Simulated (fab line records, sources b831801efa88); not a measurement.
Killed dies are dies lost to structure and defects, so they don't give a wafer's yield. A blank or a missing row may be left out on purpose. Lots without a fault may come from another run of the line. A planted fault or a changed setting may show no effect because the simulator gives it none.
Which tool did it? | flow sky130 | 12 lots, 36 wafers sampled, at 4 steps of a route of 708

WHAT THE GAUGES READ, wafer by wafer
SKY_SONOS_TUNNEL_CD_MEAS_07: target cd 410 nm.
lot  | measured     | on        | cd_nm (nm)
L990 | day 11 23:05 | cd_sem-01 | 413.1 411.9 412.1
L991 | day 12 05:41 | cd_sem-02 | 406.5 405.1 405.9
L993 | day 13 05:50 | cd_sem-01 | 409.2 408.4 408.5
L994 | day 13 06:59 | cd_sem-02 | 411.3 411.7 410.2
L995 | day 13 11:32 | cd_sem-01 | 410.6 409.0 410.2
L999 | day 14 18:49 | cd_sem-01 | 392.0 391.0 392.3
L100 | day 15 02:42 | cd_sem-02 | 412.7 412.5 413.2
L101 | day 15 09:54 | cd_sem-02 | 398.1 395.9 399.8
L106 | day 17 02:59 | cd_sem-01 | 410.8 413.1 410.0
L108 | day 17 23:14 | cd_sem-02 | 412.3 408.1 411.1
L111 | day 18 14:47 | cd_sem-01 | 409.8 410.4 412.1
L110 | day 18 15:43 | cd_sem-01 | 412.2 411.7 411.1

SKY_METAL1_OVL_MEAS_16.
lot  | measured     | on         | METAL1_OVL (nm)
L990 | day 33 18:59 | overlay-02 | -7 5 -3
L991 | day 34 07:53 | overlay-02 | -12 5 3
L993 | day 35 00:01 | overlay-01 | -11 -9 -4
L994 | day 35 00:37 | overlay-02 | -3 6 6
L995 | day 35 07:37 | overlay-01 | 3 -6 -1
L999 | day 36 18:32 | overlay-02 | -7 -9 -5
L100 | day 36 20:31 | overlay-02 | -12 -14 -10
L101 | day 37 05:04 | overlay-02 | -4 -2 -2
L106 | day 38 14:35 | overlay-02 | 5 -4 -1
L108 | day 39 08:09 | overlay-02 | 10 8 7
L111 | day 40 00:16 | overlay-01 | -6 -11 -15
L110 | day 39 20:28 | overlay-02 | -5 -1 -8

SKY_VIA2_OVL_MEAS_13.
lot  | measured     | on         | VIA2_OVL (nm)
L990 | day 37 07:40 | overlay-01 | 1 0 2
L991 | day 37 20:41 | overlay-01 | -3 8 8
L993 | day 38 12:15 | overlay-01 | -2 4 1
L994 | day 38 13:35 | overlay-01 | 2 0 3
L995 | day 38 19:14 | overlay-02 | -8 -1 0
L999 | day 40 04:26 | overlay-01 | -1 -6 -2
L100 | day 40 06:47 | overlay-01 | -2 3 4
L101 | day 40 16:01 | overlay-01 | 7 6 3
L106 | day 41 21:44 | overlay-02 | -3 -1 -3
L108 | day 42 15:07 | overlay-01 | -1 -2 -2
L111 | day 43 05:33 | overlay-02 | -4 5 5
L110 | day 43 01:43 | overlay-01 | 1 -1 4

WHICH TOOL RAN EACH LOT (tool, then ch and the chambers of the sampled wafers, then the start)
lot  | SKY_SONOS_TUNNEL_EXPOSE_04
L990 | iline_stepper-01 ch 0, day 11 10:55
L991 | iline_stepper-01 ch 0, day 11 17:58
L993 | iline_stepper-01 ch 0, day 12 17:47
L994 | iline_stepper-01 ch 0, day 12 19:06
L995 | iline_stepper-02 ch 0, day 13 00:07
L999 | iline_stepper-02 ch 0, day 14 05:47
L100 | iline_stepper-01 ch 0, day 14 12:58
L101 | iline_stepper-02 ch 0, day 14 20:16
L106 | iline_stepper-01 ch 0, day 16 12:57
L108 | iline_stepper-01 ch 0, day 17 08:00
L111 | iline_stepper-01 ch 0, day 18 00:34
L110 | iline_stepper-01 ch 0, day 18 00:54
- SKY_SONOS_TUNNEL_EXPOSE_04: exposes mask TUNM, target cd 410 nm.

WHAT THE TOOLS THEMSELVES READ (means of the sampled wafers that have a number; where no wafer has one, the mark that the record gives instead)
SKY_SONOS_TUNNEL_EXPOSE_04.
lot  | tool             | exposure_dose_mJ_cm2 | focus_offset_nm (nm)
L990 | iline_stepper-01 | 136.08               | 0.3
L991 | iline_stepper-01 | 136.06               | 0.5
L993 | iline_stepper-01 | 136.03               | -1.0
L994 | iline_stepper-01 | 135.79               | -0.6
L995 | iline_stepper-02 | 135.94               | -0.2
L999 | iline_stepper-02 | 126.73               | 0.3
L100 | iline_stepper-01 | 136.24               | 0.2
L101 | iline_stepper-02 | 128.59               | 0.5
L106 | iline_stepper-01 | 136.08               | -0.1
L108 | iline_stepper-01 | 136.03               | 0.8
L111 | iline_stepper-01 | 136.03               | -0.9
L110 | iline_stepper-01 | 135.82               | -0.2

THE ANSWER, worked out from the rows above alone
Rule: what is usual is taken from the lots themselves. Put in order of their means at a reading, lots are off if they are a third of the lots or fewer, leave a main group of 4 or more, and stand apart from it by a gap of 3 or more times the standard deviation of the main group's means; of several such gaps the widest counts. A main group whose means are all the same, to the digits that the tables above print for the reading, isn't used. A lot without any number at a reading at which 4 lots or more have one is off too. The other lots that the step has rows for count as sound. The gauges are gone through in route order, then the tools' own readings, and for those a lot's mean is taken as printed above. The first step at which some lot is off is used, and at that step the reading that is off furthest; a lot without a number counts as furthest.
Off: L999, L101, at SKY_SONOS_TUNNEL_CD_MEAS_07 (cd_nm). The main group: mean 410.5 nm, standard deviation 1.9.
A tool fits if, at a process step before that reading, it ran every lot that is off, and no sound lot after the first of them. The gauges at SKY_SONOS_TUNNEL_CD_MEAS_07 aren't tried: what is off there is off at SKY_SONOS_TUNNEL_EXPOSE_04 too, on other tools, and a gauge's error can't cause that. One fits: iline_stepper-02 at SKY_SONOS_TUNNEL_EXPOSE_04. Its last sound lot is L995 (day 13 00:07), its first lot that is off L999 (day 14 05:47): a fault that began between those two fits.
The tool's own readings at SKY_SONOS_TUNNEL_EXPOSE_04 bear it out: on the lots that are off they differ by more than 5 times the standard deviation of the sound lots' means. exposure_dose_mJ_cm2 reads 127.66 there against 136.01 on the sound lots.

WHAT THE SIMULATOR HAD PUT IN
Process parameter drift: iline_stepper-02, from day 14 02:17 on, at SKY_SONOS_TUNNEL_EXPOSE_04. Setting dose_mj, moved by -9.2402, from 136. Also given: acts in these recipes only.
Lots struck among those shown: L999, L101. The rule above found the same.
